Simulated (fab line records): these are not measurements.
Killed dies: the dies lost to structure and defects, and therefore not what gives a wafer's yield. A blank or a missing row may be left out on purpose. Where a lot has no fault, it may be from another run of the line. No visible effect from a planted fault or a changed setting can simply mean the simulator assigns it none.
A single fault, viewed from 2 desks || flow gf180mcu || every desk sees just its own numbers, and what lay behind them comes last

== DESK OF THE TOOL OWNER: rie-metal-01 ==
The tool's own readings at GF_MIM_METAL_ETCH_19 (etches the open film in Cl2/BCl3, stops on Si3N4, target depth 324.5 nm, time 54.1 s): means of the sampled wafers that have a number, for each lot that ran on this tool. A lot is out of limits, marked OUT, if its mean lies more than 4 standard deviations from the usual mean; the brackets give that distance.
Columns: A = bcl3-flow-sccm at GF_MIM_METAL_ETCH_19, usual 40.00 sccm; B = bias-w at GF_MIM_METAL_ETCH_19, usual 140.0 W; C = drypump-motor-current-A at GF_MIM_METAL_ETCH_19, usual 5.9 A; D = he-backside-leak-sccm at GF_MIM_METAL_ETCH_19, usual 3.40 sccm; E = oes-product-au at GF_MIM_METAL_ETCH_19, usual 0.944 a.u.; F = throttle-valve-pct at GF_MIM_METAL_ETCH_19, usual 28.282 %
{"lot": "L412", "first seen here": "day 25 08:10", "A": 40.07, "B": 139.7, "C": 5.8, "D": 3.36, "E": 0.951, "F": 28.287}
{"lot": "L414", "first seen here": "day 25 21:53", "A": 39.91, "B": 140.1, "C": 5.5, "D": 3.43, "E": 0.952, "F": 28.270}
{"lot": "L416", "first seen here": "day 26 18:26", "A": 40.08, "B": 140.4, "C": 5.8, "D": 3.22, "E": 0.942, "F": 28.283}
{"lot": "L419", "first seen here": "day 27 18:59", "A": 40.12, "B": 140.4, "C": 5.6, "D": 3.33, "E": 0.952, "F": 28.283}
{"lot": "L422", "first seen here": "day 28 16:47", "A": 40.01, "B": "155.7 (+34) OUT", "C": 5.5, "D": 3.49, "E": 0.957, "F": 28.274}
{"lot": "L424", "first seen here": "day 29 09:49", "A": 40.04, "B": "155.6 (+34) OUT", "C": 5.8, "D": 3.23, "E": 0.944, "F": 28.277}
{"lot": "L433", "first seen here": "day 31 16:23", "A": 40.04, "B": 140.1, "C": 5.6, "D": 3.32, "E": 0.938, "F": 28.296}
{"lot": "L434", "first seen here": "day 31 19:13", "A": 39.99, "B": 140.2, "C": 5.6, "D": 3.42, "E": 0.938, "F": 28.284}
This desk finds L422, L424 out of limits, L422 being first, at day 28 16:47 (bias-w at GF_MIM_METAL_ETCH_19). In limits: L412, L414, L416, L419, L433, L434.

== METROLOGY DESK ==
Means of the sampled wafers that have a number, per lot and without regard to the tool the lot ran on: this is what the gauges read. A lot is out of limits, marked OUT, if its mean lies more than 4 standard deviations from the usual mean; the brackets give that distance.
Columns: A = M5_OVL at GF_M5_OVL_MEAS_08, usual 0 nm
{"lot": "L412", "first seen here": "day 26 04:31", "A": -4}
{"lot": "L414", "first seen here": "day 26 18:59", "A": 3}
{"lot": "L415", "first seen here": "day 26 23:09", "A": 6}
{"lot": "L416", "first seen here": "day 27 15:07", "A": -3}
{"lot": "L417", "first seen here": "day 28 00:01", "A": -1}
{"lot": "L419", "first seen here": "day 28 14:36", "A": 4}
{"lot": "L422", "first seen here": "day 29 12:13", "A": 2}
{"lot": "L424", "first seen here": "day 30 04:58", "A": -4}
{"lot": "L430", "first seen here": "day 31 20:37", "A": 3}
{"lot": "L432", "first seen here": "day 32 02:13", "A": 5}
{"lot": "L433", "first seen here": "day 32 09:13", "A": -4}
{"lot": "L434", "first seen here": "day 32 12:19", "A": 3}
{"lot": "L435", "first seen here": "day 32 18:52", "A": 5}
Result from this desk: across the 13 lots, nothing is out of limits.

== ALL TOGETHER ==
An alarm could have come from the tool owner's desk at day 28 16:47, on L422, L424.
From the metrology desk's view, nothing was out of limits.
The metrology desk has L422, L424 on record, within its limits.
The lots listed all ran GF_MIM_METAL_ETCH_19 on rie-metal-01.

== WHAT WAS PUT IN BY THE SIMULATOR ==
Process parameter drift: rie-metal-01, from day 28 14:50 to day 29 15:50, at GF_MIM_METAL_ETCH_19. A move of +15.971 in setting bias-w, from 140. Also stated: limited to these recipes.
Lots struck among those shown: L422, L424.
Each desk's first reading out of limits, in hours after the fault started: the tool owner's desk, 2.
